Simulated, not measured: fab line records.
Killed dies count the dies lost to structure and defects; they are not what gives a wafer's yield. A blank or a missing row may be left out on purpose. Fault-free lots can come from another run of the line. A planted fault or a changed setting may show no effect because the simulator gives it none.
A single fault, viewed from 2 desks    flow sky130    each desk has only its own numbers; what lay behind them comes last

DESK OF THE TOOL OWNER: iline-stepper-02
The tool's own readings at SKY_PWDE_EXPOSE_04 (exposes mask PWDEM, target cd 840 nm): means of the sampled wafers that have a number, for each lot that ran on this tool. If a lot's mean is further than 4 standard deviations from the usual mean, the lot is out of limits and carries the mark OUT (the distance appears in the brackets).
Columns: A = stage-vel-mm-s at SKY_PWDE_EXPOSE_04, usual 500.06 mm/s
lot   first seen here  A
L621  day 3 18:15      499.98
L629  day 5 12:39      500.16
L630  day 5 17:43      500.07
This desk's verdict: no lot among the 3 shows anything out of limits.

FROM THE METROLOGY DESK
What the gauges read for every lot (on any tool): the sampled wafers with a number, averaged. If a lot's mean is further than 4 standard deviations from the usual mean, the lot is out of limits and carries the mark OUT (the distance appears in the brackets).
Columns: A = DNWELL_TW at SKY_DNWELL_TW_MEAS_09, usual 1105; B = PWDE_OVL at SKY_PWDE_OVL_MEAS_07, usual 1.2 nm; C = PWDE_TW at SKY_PWDE_TW_MEAS_10, usual 370.7; D = NWELL_00_OVL at SKY_NWELL_OVL_MEAS_10, usual -0.8 nm; E = NWELL_TW at SKY_NWELL_TW_MEAS_15, usual 1803; F = NWELL_01_OVL at SKY_NWELL_OVL_MEAS_23, usual 0.0 nm
lot   first seen here  A     B     C      D     E     F
L620  day 3 05:14      1113  2.1   368.1  0.2   1824  -1.3
L621  day 3 10:14      1109  -0.2  369.1  -1.9  1794  -0.5
L625  day 4 08:16      1099  1.6   369.9  0.5   1802  2.1
L629  day 5 04:59      1099  2.4   372.9  -0.7  1795  -1.5
L630  day 5 08:00      1104  2.4   371.0  -2.1  1804  0.8
L635  day 6 14:42      1098  1.5   369.2  -1.3  1813  2.4
This desk's verdict: no lot among the 6 shows anything out of limits.

PUT TOGETHER
Nothing out of limits was seen by the tool owner's desk.
The metrology desk saw nothing out of limits.

WHAT THE SIMULATOR PUT IN
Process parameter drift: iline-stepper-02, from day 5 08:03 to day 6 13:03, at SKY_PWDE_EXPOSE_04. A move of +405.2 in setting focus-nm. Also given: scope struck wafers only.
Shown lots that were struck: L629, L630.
